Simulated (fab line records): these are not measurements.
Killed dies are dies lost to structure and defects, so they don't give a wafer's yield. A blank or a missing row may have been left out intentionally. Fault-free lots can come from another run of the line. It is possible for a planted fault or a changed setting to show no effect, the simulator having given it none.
Which tool is to blame? ; flow gf180mcu ; 12 lots, 36 wafers sampled, at 5 steps of a route of 602

WHAT EACH GAUGE READ, for each wafer
GF_NSD_CD_MEAS_07: the cd target is 400 nm. Usual: cdNm at 399.1 nm, with a standard deviation of 2.
lot;measured;on;cdNm (nm);flag
L879;day 13 18:10;cdSem-02;400.8 402.0 402.9;
L880;day 14 00:10;cdSem-02;399.6 398.7 399.4;
L882;day 14 12:32;cdSem-01;401.3 400.5 401.8;
L887;day 16 08:55;cdSem-02;398.5 397.4 398.0;
L888;day 16 16:34;cdSem-02;400.4 399.7 397.4;
L890;day 17 09:54;cdSem-01;398.5 400.2 399.3;
L891;day 17 20:48;cdSem-01;399.3 395.9 395.5;
L893;day 18 11:40;cdSem-02;399.0 396.6 396.3;
L898;day 20 10:06;cdSem-01;398.0 399.4 397.2;
L900;day 20 23:51;cdSem-02;396.2 399.6 398.3;
L899;day 21 00:45;cdSem-02;404.2 401.4 403.9;
L901;day 21 06:05;cdSem-01;398.4 396.1 397.1;

GF_PSD_OVL_MEAS_08. Usual: PSD_OVL gives -0.5 nm (standard deviation 1.2).
lot;measured;on;PSD_OVL (nm);flag
L879;day 14 15:08;overlay-02;-2.6 -1.5 -3.0;
L880;day 14 21:21;overlay-02;1.8 -0.6 -1.8;
L882;day 15 10:29;overlay-02;1.2 0.7 -1.1;
L887;day 17 07:18;overlay-02;1.6 0.1 -0.9;
L888;day 17 15:16;overlay-02;-2.6 -0.7 -2.1;
L890;day 18 10:10;overlay-02;-1.5 -1.2 1.2;
L891;day 18 20:47;overlay-01;-0.3 0.0 -1.4;
L893;day 19 12:38;overlay-01;-0.7 -0.6 -1.4;
L898;day 21 11:07;overlay-01;0.7 0.7 0.9;
L900;day 22 00:20;overlay-02;-0.4 -0.8 -1.2;
L899;day 22 00:37;overlay-01;-1.9 -0.4 -1.4;
L901;day 22 06:05;overlay-01;0.7 -1.4 0.5;

GF_PSD_RS_MEAS_14: measures by four-point-probe. Usual: NSD_RS gives 46.18 ohm/sq (standard deviation 0.092).
lot;measured;on;NSD_RS (ohm/sq);flag
L879;day 14 15:38;filmMetro-03;46.08 46.21 46.16;
L880;day 14 21:50;filmMetro-03;46.16 46.03 46.09;
L882;day 15 10:59;filmMetro-03;46.24 46.22 46.30;
L887;day 17 07:47;filmMetro-03;46.17 46.17 46.09;
L888;day 17 15:44;filmMetro-02;46.14 46.27 46.15;
L890;day 18 10:40;filmMetro-02;42.74 42.70 42.72 42.73 42.68 42.62;OFF
L891;day 18 21:17;filmMetro-01;46.05 46.19 46.08;
L893;day 19 13:07;filmMetro-02;42.82 42.74 42.74 42.74 42.75 42.78;OFF
L898;day 21 11:37;filmMetro-03;46.27 46.14 46.18;
L900;day 22 00:50;filmMetro-03;46.39 46.21 46.25;
L899;day 22 01:07;filmMetro-02;45.99 45.96 46.04;
L901;day 22 06:35;filmMetro-01;46.08 46.06 46.20;

GF_PSD_RS_MEAS_15: measures by four-point-probe. Usual: PSD_RS gives 108.62 ohm/sq (standard deviation 0.28).
lot;measured;on;PSD_RS (ohm/sq);flag
L879;day 14 15:46;filmMetro-03;108.73 109.01 108.70;
L880;day 14 21:57;filmMetro-03;108.73 108.20 108.60;
L882;day 15 11:06;filmMetro-03;108.97 108.98 109.08;
L887;day 17 07:54;filmMetro-03;108.49 108.53 108.54;
L888;day 17 15:52;filmMetro-02;108.35 108.61 108.77;
L890;day 18 15:38;filmMetro-02;98.95 98.94 98.89 98.83 98.94 98.70;OFF
L891;day 18 21:24;filmMetro-01;108.21 108.49 108.24;
L893;day 19 15:19;filmMetro-02;99.22 99.25 99.23 98.84 99.45 99.41;OFF
L898;day 21 11:44;filmMetro-03;108.53 108.69 108.69;
L900;day 22 00:57;filmMetro-03;108.95 108.88 108.40;
L899;day 22 01:14;filmMetro-02;108.13 108.30 108.53;
L901;day 22 06:42;filmMetro-01;108.40 108.26 108.41;

EACH LOT AND THE TOOL THAT RAN IT (in order: tool; ch and the chambers of the sampled wafers; start)
lot;GF_PSD_RTA_13
L879;rtpAnneal-01 ch 0, day 14 15:32
L880;rtpAnneal-02 ch 0, day 14 21:45
L882;rtpAnneal-02 ch 0, day 15 10:53
L887;rtpAnneal-02 ch 0, day 17 07:42
L888;rtpAnneal-02 ch 0, day 17 15:40
L890;rtpAnneal-01 ch 0, day 18 10:34
L891;rtpAnneal-02 ch 0, day 18 21:11
L893;rtpAnneal-01 ch 0, day 19 13:02
L898;rtpAnneal-02 ch 0, day 21 11:32
L900;rtpAnneal-01 ch 0, day 22 00:44
L899;rtpAnneal-01 ch 0, day 22 01:01
L901;rtpAnneal-01 ch 0, day 22 06:29
- GF_PSD_RTA_13: time 20 s.

WHAT THE TOOLS THEMSELVES READ (means of the sampled wafers that have a number; where no wafer has one, the mark that the record gives instead)
GF_PSD_RTA_13. Usual: lampPowerPct 37 %, standard deviation 3; wafer_temp_C_max 1029.7, standard deviation 1.8.
lot;tool;lampPowerPct (%);wafer_temp_C_max;flag
L879;rtpAnneal-01;34;1031.5;
L880;rtpAnneal-02;40;1028.5;
L882;rtpAnneal-02;40;1027.3;
L887;rtpAnneal-02;40;1028.4;
L888;rtpAnneal-02;40;1027.2;
L890;rtpAnneal-01;37;1031.6;
L891;rtpAnneal-02;40;1028.8;
L893;rtpAnneal-01;37;1031.9;
L898;rtpAnneal-02;40;1027.7;
L900;rtpAnneal-01;34;1031.7;
L899;rtpAnneal-01;34;1030.7;
L901;rtpAnneal-01;34;1031.3;

THE ANSWER, worked out from the rows above alone
Rule: a lot counts as off when the mean over its wafers that have a number is more than 3 standard deviations away from the usual mean. Also off: a lot with no number at a reading for which 4 or more lots have one. Where the step has rows for the other lots, those lots are counted as sound. After the gauges, taken in route order, come the tools' own readings; for these a lot's mean is taken, as printed above. At the first step where some lot is off, the reading lying furthest off is the one used; lots without a number count as furthest.
Off: L890, L893, seen at GF_PSD_RS_MEAS_14 (NSD_RS).
A tool fits if, at a process step before that reading, it ran every lot that is off, and no sound lot after the first of them. Those tools and the gauges at GF_PSD_RS_MEAS_14 are tried in the same way. Of those tried, none fits.

WHAT THE SIMULATOR HAD INSERTED
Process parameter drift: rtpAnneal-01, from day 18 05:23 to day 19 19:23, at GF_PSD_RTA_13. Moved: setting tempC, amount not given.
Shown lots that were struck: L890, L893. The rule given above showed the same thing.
